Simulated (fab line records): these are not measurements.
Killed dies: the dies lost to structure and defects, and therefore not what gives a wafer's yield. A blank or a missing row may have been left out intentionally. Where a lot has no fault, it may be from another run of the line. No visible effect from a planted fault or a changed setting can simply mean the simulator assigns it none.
What tool caused it? -- flow sfq_line -- route of 325 steps, sampled at 1 step: 14 lots, 40 wafers

== WHAT EACH GAUGE READ, for each wafer ==
The record holds no reading of a measuring or inspecting step that can be judged against a usual standard deviation.

== TOOL THAT RAN EACH LOT (tool first, then ch and the chambers of the sampled wafers, then the start) ==
lot,SFQ_TRILAYER_I4_VIA_LITHO_PEB_106
L962,"litho_track-03 ch 0, day 47 21:06"
L964,"litho_track-01 ch 0, day 49 04:28"
L966,"litho_track-01 ch 0, day 50 12:51"
L967,"litho_track-02 ch 0, day 51 08:01"
L968,"litho_track-01 ch 0, day 51 13:36"
L969,"litho_track-02 ch 0, day 52 03:49"
L970,"litho_track-02 ch 0, day 52 10:59"
L972,"litho_track-02 ch 0, day 54 15:55"
L973,"litho_track-02 ch 0, day 54 18:20"
L978,"litho_track-02 ch 0, day 55 01:31"
L979,"litho_track-02 ch 0, day 55 05:56"
L983,"litho_track-03 ch 0, day 55 10:41"
L984,"litho_track-01 ch 0, day 55 11:52"
L985,"litho_track-03 ch 0, day 55 13:04"
- SFQ_TRILAYER_I4_VIA_LITHO_PEB_106: peb time 60 s.

== WHAT THE TOOLS THEMSELVES READ (means of the sampled wafers that have a number; where no wafer has one, the mark that the record gives instead) ==
SFQ_TRILAYER_I4_VIA_LITHO_PEB_106. Usual: 79.15 W for heater_power_total_W, sd 0.069.
lot,tool,heater_power_total_W (W),flag
L962,litho_track-03,79.19,
L964,litho_track-01,79.19,
L966,litho_track-01,79.16,
L967,litho_track-02,79.15,
L968,litho_track-01,79.17,
L969,litho_track-02,79.13,
L970,litho_track-02,79.19,
L972,litho_track-02,79.15,
L973,litho_track-02,79.10,
L978,litho_track-02,80.86,OFF
L979,litho_track-02,80.94,OFF
L983,litho_track-03,79.11,
L984,litho_track-01,79.13,
L985,litho_track-03,79.21,

== THE ANSWER, worked out from the rows above alone ==
Rule: a lot is off if the mean of its wafers that have a number lies more than 3 standard deviations from the usual mean. Also off: a lot with no number at a reading for which 4 or more lots have one. All remaining lots with rows at the step are treated as sound. After the gauges, taken in route order, come the tools' own readings; for these a lot's mean is taken, as printed above. At the first step where some lot is off, the reading lying furthest off is the one used; lots without a number count as furthest.
Off: L978, L979, at SFQ_TRILAYER_I4_VIA_LITHO_PEB_106 (heater_power_total_W).
If a tool, at that step or one of the process steps before it, ran each lot that is off and ran no sound lot following the first of them, it fits. One fits: SFQ_TRILAYER_I4_VIA_LITHO_PEB_106 on litho_track-02. Its last sound lot is L973 (day 54 18:20), its first lot that is off L978 (day 55 01:31): a fault that began between those two fits.
On the lots that are off, the tool's own readings at SFQ_TRILAYER_I4_VIA_LITHO_PEB_106 differ by more than 5 times the standard deviation of the sound lots' means, which bears it out; heater_power_total_W reads 80.90 W there versus 79.16 W on the sound lots.

== WHAT THE SIMULATOR HAD INSERTED ==
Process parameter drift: litho_track-02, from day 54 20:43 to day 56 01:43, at SFQ_TRILAYER_I4_VIA_LITHO_PEB_106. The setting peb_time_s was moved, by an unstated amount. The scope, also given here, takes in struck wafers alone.
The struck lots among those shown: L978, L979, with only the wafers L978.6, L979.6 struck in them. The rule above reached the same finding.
